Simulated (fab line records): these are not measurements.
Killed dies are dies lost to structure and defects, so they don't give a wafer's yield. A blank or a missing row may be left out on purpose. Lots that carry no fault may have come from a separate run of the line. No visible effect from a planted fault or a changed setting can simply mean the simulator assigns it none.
Problem report in the 8D (eight disciplines) form, filled by code | flow gf180mcu | the parts of the form that need people (team, actions taken, sign-off) are left out

== 1. WHAT WENT WRONG ==
Across 2 wafers from 2 lots, SALICIDE_TIN_THK at GF_SALICIDE_THK_MEAS_05 averages 22.55 nm, while fault-free wafers read 19.79 nm with a standard deviation of 0.3. That puts it +9.2 standard deviations away from the usual mean.
The step: measures by xrf.
The first sign was on wafer L743.6 at day 20 21:56, on film metro-04. The record has a number at this step for 39 wafers belonging to 13 lots. The rule behind "out" and "out of limits": a value lying over 4 standard deviations away from the usual mean. The other wafers with a number count as sound.

== 2. WHAT IT IS; WHAT IT IS NOT ==
question                    | is                | is not
which readings at this step | SALICIDE_TIN_THK  | -
which lots                  | L743, L744        | L729, L730, L732, L733, L734, L736, L738, L745, L748, L750, L752
which wafers of those lots  | L743.6, L744.1    | L743.2, L743.4, L744.4, L744.6
read on which gauges        | film metro-04     | film metro-02, film metro-03
when                        | from day 20 21:56 | up to then (23 sound wafers); but 14 sound wafers of L744, L745, L748, L750, L752 came after

== 3. THE SUSPECTS, EACH WITH WHAT RULES IT OUT ==
Counting: a tool at a process step up to the reading stays a suspect if it ran every lot that is out. Sound lots after the first of them don't rule it out here, since some wafers of a struck lot are sound.
- the gauge at GF_SALICIDE_THK_MEAS_05: kept. All the wafers that are out were read on film metro-04, and no step on other tools shows them out.
- pvd sputter-04 at GF_SALICIDE_SPUTTER_03 (material TiN, target thk 20 nm, time 16.7 s): kept. Ran every lot that is out, first one L743 (day 20 21:46); last sound lot up to then L734 (day 17 18:01).
The count leaves film metro-04 at GF_SALICIDE_THK_MEAS_05 and pvd sputter-04 at GF_SALICIDE_SPUTTER_03.

== 4. THE CAUSE (what the simulator had put in) ==
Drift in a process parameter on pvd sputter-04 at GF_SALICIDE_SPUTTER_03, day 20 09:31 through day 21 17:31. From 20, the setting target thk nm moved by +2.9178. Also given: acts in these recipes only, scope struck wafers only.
This tool is one of the 2 suspects left after counting.

== 5. SEQUENCE OF EFFECTS, ordered by route ==
One row per reading whose mean, taken over the struck wafers that have a number, lies over 3 standard deviations from the usual. Scope: only readings with a usual standard deviation given in the record; hours: median across lots of the time from each lot's start at the first step in this table that gives one to its start at this step; sigmas: change in usual standard deviations.
hours | step                    | reading          | usual    | on struck wafers | change | sigmas
0     | GF_SALICIDE_THK_MEAS_05 | SALICIDE_TIN_THK | 19.79 nm | 22.55            | +2.77  | +9.2

== 6. WHAT WOULD HAVE CAUGHT IT SOONER ==
The first out-of-limits reading at a measuring or inspecting step in this record came at day 20 21:56, 12 hours after the fault's start at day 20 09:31.
No tool reading at GF_SALICIDE_SPUTTER_03 that has a usual standard deviation in the record was out on any struck wafer, so an alarm limit of 4 standard deviations on those readings would not have fired.
Among the 2 lots that are out, L744 began GF_SALICIDE_SPUTTER_03 on pvd sputter-04 after day 20 21:56. A hold on the tool at that time would have spared it.
